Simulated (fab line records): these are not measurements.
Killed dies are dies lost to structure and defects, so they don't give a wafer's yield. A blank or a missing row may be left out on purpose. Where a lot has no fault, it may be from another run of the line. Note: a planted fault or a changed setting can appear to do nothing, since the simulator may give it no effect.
Which of the tools did it? -- flow sky130 -- 42 wafers from 14 lots sampled at 3 of the route's 708 steps

## WHAT THE GAUGES READ, wafer by wafer
SKY_SD_N_RS_MEAS_16: the measuring method here is four-point-probe. Usual: for SD_N_RS the level is 68.67 ohm/sq and the standard deviation is 0.17.
lot,measured,on,SD_N_RS (ohm/sq),flag
L737,day 28 02:17,film-metro-01,68.51 68.62 68.69,
L739,day 28 18:56,film-metro-02,68.42 68.51 68.43,
L740,day 29 03:39,film-metro-03,68.85 68.80 68.88,
L741,day 29 06:58,film-metro-03,69.06 68.73 68.72,
L743,day 29 20:22,film-metro-01,68.55 68.61 68.51,
L744,day 31 01:31,film-metro-03,68.81 68.84 68.91,
L745,day 31 04:03,film-metro-03,68.78 68.80 68.77,
L746,day 31 05:28,film-metro-03,68.70 68.89 68.81,
L748,day 31 13:07,film-metro-03,69.01 68.79 68.83,
L747,day 31 18:07,film-metro-02,68.51 68.67 68.66,
L749,day 31 21:56,film-metro-01,68.52 68.38 68.62,
L757,day 34 09:14,film-metro-01,67.38 67.60 67.53,OFF
L759,day 35 10:03,film-metro-03,67.64 67.69 67.72,OFF
L760,day 35 14:08,film-metro-02,68.64 68.46 68.53,

SKY_SD_N_RS_MEAS_17: the measuring method here is four-point-probe. Usual: for SD_P_RS the level is 147.3 ohm/sq and the standard deviation is 0.48.
lot,measured,on,SD_P_RS (ohm/sq),flag
L737,day 28 02:24,film-metro-01,147.6 147.2 147.7,
L739,day 28 19:03,film-metro-02,146.6 147.0 146.9,
L740,day 29 03:46,film-metro-03,147.6 147.9 147.7,
L741,day 29 07:05,film-metro-03,148.1 148.2 147.6,
L743,day 29 20:29,film-metro-01,147.4 146.9 146.7,
L744,day 31 01:38,film-metro-03,147.9 147.3 147.8,
L745,day 31 04:10,film-metro-03,147.3 147.4 147.8,
L746,day 31 05:35,film-metro-03,147.4 147.7 147.9,
L748,day 31 13:14,film-metro-03,148.3 147.7 148.0,
L747,day 31 18:14,film-metro-02,146.8 147.1 146.7,
L749,day 31 22:04,film-metro-01,146.7 146.7 147.1,
L757,day 34 09:21,film-metro-01,141.4 141.7 141.3,OFF
L759,day 35 10:10,film-metro-03,142.2 142.4 142.2,OFF
L760,day 35 14:15,film-metro-02,147.5 146.9 147.0,

## EACH LOT AND THE TOOL THAT RAN IT (in order: tool; ch and the chambers of the sampled wafers; start)
lot,SKY_SD_N_RTA_14
L737,"rtp-anneal-02 ch 0, day 28 02:07"
L739,"rtp-anneal-02 ch 0, day 28 18:45"
L740,"rtp-anneal-01 ch 0, day 29 03:28"
L741,"rtp-anneal-02 ch 0, day 29 06:46"
L743,"rtp-anneal-02 ch 0, day 29 20:11"
L744,"rtp-anneal-01 ch 0, day 31 01:19"
L745,"rtp-anneal-02 ch 0, day 31 03:49"
L746,"rtp-anneal-01 ch 0, day 31 05:16"
L748,"rtp-anneal-02 ch 0, day 31 12:55"
L747,"rtp-anneal-01 ch 0, day 31 17:55"
L749,"rtp-anneal-02 ch 0, day 31 21:44"
L757,"rtp-anneal-02 ch 0, day 34 09:04"
L759,"rtp-anneal-02 ch 0, day 35 09:52"
L760,"rtp-anneal-01 ch 0, day 35 13:58"
- SKY_SD_N_RTA_14: time 2 s.

## AS READ BY THE TOOLS THEMSELVES (means over the sampled wafers that have a number; for cases with no such wafer, the mark the record gives instead)
SKY_SD_N_RTA_14. Usual: lamp-power-pct 15.74 %, standard deviation 0.051; wafer_temp_C_max 1077.9, standard deviation 1.1.
lot,tool,lamp-power-pct (%),wafer_temp_C_max,flag
L737,rtp-anneal-02,15.72,1078.3,
L739,rtp-anneal-02,15.74,1077.4,
L740,rtp-anneal-01,15.76,1077.8,
L741,rtp-anneal-02,15.69,1078.3,
L743,rtp-anneal-02,15.75,1079.1,
L744,rtp-anneal-01,15.76,1078.3,
L745,rtp-anneal-02,15.75,1078.2,
L746,rtp-anneal-01,15.75,1077.5,
L748,rtp-anneal-02,15.74,1077.3,
L747,rtp-anneal-01,15.69,1077.5,
L749,rtp-anneal-02,15.75,1078.1,
L757,rtp-anneal-02,15.73,1083.8,OFF
L759,rtp-anneal-02,15.76,1084.7,OFF
L760,rtp-anneal-01,15.69,1077.4,

## THE ANSWER, worked out from the rows above alone
Rule: lot off if the mean of its wafers having a number is beyond 3 standard deviations from the usual mean. A lot without any number at a reading at which 4 lots or more have one is off too. Any other lot the step has rows for is counted as sound. The gauges are gone through in route order, then the tools' own readings, and for those a lot's mean is taken as printed above. The first step at which some lot is off is used, and at that step the reading that is off furthest; a lot without a number counts as furthest.
Off: L757, L759, seen at SKY_SD_N_RS_MEAS_16 (SD_N_RS).
If a tool, at a process step before that reading, ran all the lots that are off and no sound lot after the first of them, it fits. Not tried: the gauges at SKY_SD_N_RS_MEAS_16; whatever is off there is also off at SKY_SD_N_RTA_14, on other tools, and gauge error can't account for it. One fits: SKY_SD_N_RTA_14 on rtp-anneal-02. A fault onset in the window from L749 (day 31 21:44, its last sound lot) to L757 (day 34 09:04, its first lot off) fits.
On the lots that are off, the tool's own readings at SKY_SD_N_RTA_14 differ by more than 5 times the standard deviation of the sound lots' means, which bears it out; wafer_temp_C_max reads 1084.2 there versus 1077.9 on the sound lots.

## WHAT THE SIMULATOR HAD PUT IN
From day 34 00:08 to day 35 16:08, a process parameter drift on rtp-anneal-02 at SKY_SD_N_RTA_14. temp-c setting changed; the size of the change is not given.
Struck lots among those shown: L757, L759. The rule given above showed the same thing.
